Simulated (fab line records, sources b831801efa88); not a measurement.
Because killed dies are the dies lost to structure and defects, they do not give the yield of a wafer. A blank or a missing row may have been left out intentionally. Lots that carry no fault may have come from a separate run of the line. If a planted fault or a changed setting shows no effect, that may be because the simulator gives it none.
Code-filled problem report in 8D (eight disciplines) form	flow sky130	the parts of the form that need people (team, actions taken, sign-off) are left out

== 1. WHAT WENT WRONG ==
At SKY_METAL3_ETCH_17, oes-product-au averages 0.374 a.u. over 6 wafers from 2 lots, while fault-free wafers read 0.756 a.u., standard deviation 0.0072. Relative to the usual mean, that is a shift of -53 standard deviations.
The step: etches SiO2 in C4F8/O2/Ar, stops on TiN, time 3.9 s, target depth 15 nm.
Earliest sighting: wafer L831.2 on rie-diel-01 at day 41 16:18. At this step, 30 wafers from 10 lots have a number in the record. By rule, "out" or "out of limits" means more than 4 standard deviations away from the usual mean. The other wafers with a number count as sound.

== 2. WHAT IT IS, WHAT IT ISN'T ==
question	is	is not
which readings at this step	oes-product-au	bias-w, chamber-pressure-mTorr
which lots	L831, L832	L823, L824, L825, L829, L838, L839, L841, L844
which wafers of those lots	all that have a number	-
read on which tools	rie-diel-01, rie-diel-02	rie-diel-04
when	from day 41 16:18	up to then (12 sound wafers); but 12 sound wafers of L838, L839, L841, L844 came after

== 3. WHAT RULES OUT EACH SUSPECT ==
Counting: a tool stays on the suspect list if, at a process step up to the reading, it processed all lots that are out and no sound lot following the first of them.
- rie-metal-01 at SKY_METAL3_ETCH_16 (etches BARC in N2/H2, stops on SiO2, time 88.2 s, target depth 60 nm): ruled out as a lasting fault. The sound lots L839 went through it after L831, its earliest lot that is out (day 41 16:12).
Left after counting: nothing in the record.

== 4. THE CAUSE (what the simulator had put in) ==
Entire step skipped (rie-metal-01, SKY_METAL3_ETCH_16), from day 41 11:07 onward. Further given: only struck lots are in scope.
It was ruled out by counting, in error; the rule expects a fault to strike all lots run on its tool from its start on, and this fault did not.

== 5. THE CHAIN OF EFFECTS, in route order ==
One row per reading whose mean, taken over the struck wafers that have a number, lies over 3 standard deviations from the usual. Only readings for which the record gives a usual standard deviation are gone through. hours: the time from each lot's start at the first step in this table that gives one to its start at this step, as a median over the lots. sigmas: the change in usual standard deviations.
hours	step	reading	usual	on struck wafers	change	sigmas
0	SKY_METAL3_ETCH_17	oes-product-au	0.756 a.u.	0.374	-0.382	-53
0	SKY_METAL3_STRIP_19	oes-product-au	0.504 a.u.	0.520	+0.016	+3.1
0	SKY_METAL3_STRIP_19	strip-time-to-endpoint-s	6.58 s	7.07	+0.49	+6.7
159	SKY_PAD_OPEN_PROBE_99	defect-limited-yield	82.5 %	0.0	-82.5	-43
159	SKY_PAD_OPEN_PROBE_99	killed_at_M0_to_M3	43	452	+409	+62
159	SKY_PAD_OPEN_PROBE_99	killed-dies	86	492	+406	+44
159	SKY_PAD_OPEN_PROBE_99	killed-on-rim	17	96	+79	+21
159	SKY_PAD_OPEN_PROBE_99	sort_bin_5_function	10.4 %	93.0	+82.6	+59
159	SKY_PAD_OPEN_PROBE_99	sort-n-pass	406	0	-406	-44
159	SKY_PAD_OPEN_PROBE_99	sort-yield-pct	82.5 %	0.0	-82.5	-43
Process steps it contains:
- SKY_METAL3_ETCH_17: etches SiO2 in C4F8/O2/Ar, stops on TiN, time 3.9 s, target depth 15 nm.
- SKY_METAL3_STRIP_19: strips in O2/N2.
- SKY_PAD_OPEN_PROBE_99
Readings that are blank on the struck wafers while sound wafers have them: bias-w at SKY_METAL3_ETCH_16; chamber-pressure-mTorr at SKY_METAL3_ETCH_16; drypump-motor-current-A at SKY_METAL3_ETCH_16; oes-product-au at SKY_METAL3_ETCH_16; throttle-valve-pct at SKY_METAL3_ETCH_16.

== 6. HOW IT WOULD HAVE BEEN CAUGHT EARLIER ==
In this record the first reading out of limits was taken at day 41 16:18, 5 hours after the fault began at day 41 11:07.
At SKY_METAL3_ETCH_16 the tool's readings are blank on the struck wafers, where sound wafers have them: an empty tool record is the first sign, and it was there at once.
